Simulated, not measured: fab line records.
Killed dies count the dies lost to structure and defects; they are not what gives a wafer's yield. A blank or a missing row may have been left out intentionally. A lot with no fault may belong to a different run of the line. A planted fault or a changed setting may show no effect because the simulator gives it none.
fab line records	flow sfqLine
record lots=13	wafers=39	lastDay=94
route steps=325 shown A5B@210
lots that met no fault: taken from a fault-free run of the same line
startH: the number of hours between the record's first day and the start of the first shown wafer of the lot	waitH: time in hours since the lot's previous step	" as in the row above	L1.1+2: several wafers, shown together as one row	- no value, or no start given	* or withheld: withheld	< > ~ a bound
route shown NAME@n: names a module that has steps shown in the file, with the first one's number in the route	usual: mean and standard deviation over wafers with no fault	same: alike in all rows	chamber/n: place in a boat	sites: per-site readings	_std_site: standard deviation across them	_edge_site: the outer-site mean with the inner-site mean subtracted	radiusMm: how far each site lies from the wafer's centre	mask NAME#n: copy n	behind: the most recent tool/chamber to have shaped the wafer	hold: the reason the lot was held/the length of the hold in hours/how it ended	device: transistor that didn't switch, given as n, p or np	end of line: the tests these same wafers got at the end of their route	a step with no rows: only its recipe	killed: not the wafer's yield, but the dies lost to structure and defects at the first sort	map: dies across one wafer; x = killed, . = not, _ = none there
set.NAME: the setting as run; set.NAME@STEP: as run at that earlier step	model.NAME: the simulator's own value behind a step, which no gauge read
one table for each step of the route and one row for each wafer, over a sample of lots
services: from which hour (startH, from the record's first day; less than 0 if before it) a tool's chamber was out of use, for how many hours, and why
## steps
# step SFQ_TRILAYER_A5B_CMP_CMP_130
# recipe stopOn=Nb	downForcePsi=3	platenRpm=60	targetThkNm=340.7
# usual headPressurePsi=3.000/0.0071	motorCurrentA=10.2/0.74	retainingRingPressureFrac=0.999/0.0052
lot.wafer	tool	chamber	startH	waitH	headPressurePsi	motorCurrentA	retainingRingPressureFrac
L487.1	cmp-01	3	1385.72	0.5	3.002	10.0	1.007
L487.5	"	2	1387.22	2.0	2.996	10.5	0.988
L487.6	"	3	"	"	2.993	9.6	1.007
L488.1	cmp-01	3	1394.12	0.5	3.009	9.9	0.998
L488.2	"	0	"	"	2.986	11.0	0.992
L488.6	"	3	1396.12	2.5	3.002	9.3	0.989
L489.4	cmp-01	1	1409.58	1.1	3.007	9.9	1.004
L489.3	"	3	1410.58	2.1	3.006	9.5	1.002
L489.6	"	0	"	"	3.004	11.3	0.995
L490.1	cmp-02	0	1425.06	0.0	2.994	11.5	0.999
L490.4	"	2	1426.06	1.0	3.001	9.0	0.996
L490.3	"	3	"	"	2.998	10.7	0.998
L491.4	cmp-01	3	1434.66	0.0	3.012	9.3	1.005
L491.2	"	1	1435.66	1.0	3.002	10.1	0.998
L491.5	"	3	1436.66	2.0	2.995	9.6	0.997
L492.1	cmp-01	0	1457.41	3.1	3.009	11.4	0.993
L492.2	"	1	"	"	2.996	10.4	0.995
L492.3	"	2	"	"	3.002	11.2	1.000
L493.2	cmp-02	2	1462.73	0.0	3.000	9.2	1.004
L493.3	"	0	1463.73	1.0	3.007	11.0	1.000
L493.4	"	1	"	"	3.009	9.4	0.992
L496.2	cmp-02	3	1490.98	1.0	2.987	10.2	0.998
L496.6	"	1	1491.98	2.0	2.998	9.8	1.000
L496.5	"	2	"	"	3.015	9.4	1.001
L499.2	cmp-01	0	1520.11	1.5	2.992	10.8	1.003
L499.6	"	1	"	"	3.000	10.7	0.997
L499.5	"	2	"	"	2.870	10.2	1.001
L500.1	cmp-02	0	1520.32	0.5	3.003	10.5	1.008
L500.2	"	1	"	"	2.999	9.1	0.996
L500.5	"	0	1522.32	2.5	2.993	11.4	1.009
L505.1	cmp-02	3	1531.11	0.5	3.007	10.5	1.002
L505.2	"	1	1532.11	1.5	3.005	9.9	0.989
L505.6	"	3	1533.11	2.5	2.999	10.0	1.000
L506.4	cmp-02	3	1533.61	1.8	2.995	10.9	1.003
L506.3	"	1	1534.61	2.8	3.007	9.4	0.996
L506.2	"	2	"	"	2.996	9.1	1.002
L510.4	cmp-02	3	1544.11	0.5	2.994	10.5	0.996
L510.1	"	0	"	"	3.004	11.3	1.004
L510.2	"	1	"	"	2.992	9.8	0.999
## services
tool	chamber	startH	hours	kind
cmp-02	-	1413.42	2.4	repair
cmp-01	-	1437.66	4.0	pm
cmp-01	-	1441.66	-	consumableReplace:conditioner
cmp-01	-	1441.66	-	consumableReplace:pad
cmp-02	-	1446.91	0.6	repair
cmp-02	-	1510.73	1.4	repair
## key
firstSign step=SFQ_TRILAYER_A5B_CMP_CMP_130	reading=headPressurePsi	direction=down	sigmas=18	usual=3.000	struck=2.870
effect none on later readings
metAt SFQ_TRILAYER_A5B_CMP_CMP_130
struckLots L499
struckWafers L499.5
onsetBetween 1457.41 1520.11
fault kind=processParameterDrift	tool=cmp-01	chamber=2	onsetH=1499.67	steps=SFQ_TRILAYER_A5B_CMP_CMP_130	channel=downForcePsi	offset=-0.12991	shape=step	endH=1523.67	actsIn=theseRecipesOnly	stated=3
